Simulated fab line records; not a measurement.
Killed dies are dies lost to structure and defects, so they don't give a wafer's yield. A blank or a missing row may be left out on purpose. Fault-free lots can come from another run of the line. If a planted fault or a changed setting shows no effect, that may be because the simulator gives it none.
2 desks looking at one fault :: flow sky130 :: each desk has only its own numbers; what lay behind them comes last

## AT THE METROLOGY DESK
Means of the sampled wafers that have a number, per lot and without regard to the tool the lot ran on: this is what the gauges read. Any lot whose mean is over 4 standard deviations away from the usual mean is out of limits and marked OUT; that distance is given in the brackets.
Columns: A = POLY_GATE_CVD_00_THK at SKY_POLY_GATE_THK_MEAS_01, usual 180.0 nm; B = POLY_GATE_OXIDATION_THK at SKY_POLY_GATE_THK_MEAS_21, usual 3.98 nm; C = LDD_N_TW at SKY_LDD_N_TW_MEAS_17, usual 2611
lot: L485
first seen here: day 14 22:22
A: 178.6
B: 3.97
C: 2609

lot: L486
first seen here: day 15 01:23
A: 181.5
B: 3.93
C: 2595

lot: L488
first seen here: day 15 19:05
A: 180.0
B: 3.92
C: 2643

lot: L489
first seen here: day 16 07:32
A: 180.6
B: 4.06
C: 2629

lot: L490
first seen here: day 16 15:53
A: 181.4
B: 3.89
C: 2606

lot: L491
first seen here: day 16 23:56
A: 178.9
B: 3.94
C: 2624

lot: L492
first seen here: day 17 16:55
A: 179.0
B: 3.95
C: 2633

lot: L493
first seen here: day 18 03:00
A: 178.8
B: 3.94
C: 2585

lot: L500
first seen here: day 20 16:44
A: 181.4
B: 4.01
C: 2628

lot: L503
first seen here: day 21 14:50
A: 181.8
B: 3.98
C: 2604

lot: L504
first seen here: day 21 16:35
A: 181.6
B: 3.99
C: 2593

lot: L505
first seen here: day 22 02:49
A: 182.5
B: 4.04
C: 2623

lot: L507
first seen here: day 22 12:07
A: 181.2
B: 4.11
C: 2592
This desk's verdict: no lot among the 13 shows anything out of limits.

## DESK OF THE TOOL OWNER: cmp-01
The tool's own readings at SKY_VIA4_CMP_21 (polishes, stops on SiO2, t overpolish 25 s, target thk 0 nm): means of the sampled wafers that have a number, for each lot that ran on this tool. Any lot whose mean is over 4 standard deviations away from the usual mean is out of limits and marked OUT; that distance is given in the brackets.
Columns: A = motorCurrentA at SKY_VIA4_CMP_21, usual 11.1 A; B = overpolishRunS at SKY_VIA4_CMP_21, usual 25.000 s; C = timeToEndpointS at SKY_VIA4_CMP_21, usual 123 s
lot: L488
first seen here: day 45 09:32
A: 10.3
B: 25.005
C: 123

lot: L489
first seen here: day 45 16:21
A: 10.1
B: 24.997
C: 124

lot: L490
first seen here: day 45 21:45
A: 10.3
B: 16.678 (-99 or more) OUT
C: 146 (+4.7) OUT

lot: L491
first seen here: day 46 07:49
A: 10.3
B: 8.359 (-99 or more) OUT
C: 172 (+9.7) OUT

lot: L493
first seen here: day 47 00:02
A: 10.9
B: 12.527 (-99 or more) OUT
C: 159 (+7.2) OUT

lot: L503
first seen here: day 49 09:08
A: 9.9
B: 25.001
C: 121

lot: L504
first seen here: day 49 09:33
A: 10.4
B: 25.004
C: 125

lot: L505
first seen here: day 49 14:30
A: 10.6
B: 25.003
C: 126

lot: L507
first seen here: day 49 18:41
A: 10.4
B: 24.996
C: 123
This desk's verdict: out of limits on L490, L491, L493, starting with L490 at day 45 21:45 (overpolishRunS at SKY_VIA4_CMP_21). Within limits: L488, L489, L503, L504, L505, L507.

## PUT TOGETHER
On L490, L491, L493, at day 45 21:45, an alarm was possible from the tool owner's desk.
At the metrology desk, nothing out of limits was observed.
The metrology desk holds a record of L490, L491, L493, inside its limits.
On cmp-01, each named lot ran SKY_VIA4_CMP_21.

## WHAT THE SIMULATOR PUT IN
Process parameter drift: cmp-01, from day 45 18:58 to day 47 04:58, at SKY_VIA4_CMP_21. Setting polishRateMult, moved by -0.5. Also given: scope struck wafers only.
Struck lots among those shown: L490, L491, L493.
Delay in hours, fault start to first out-of-limits reading, by desk: the tool owner's desk at 3.
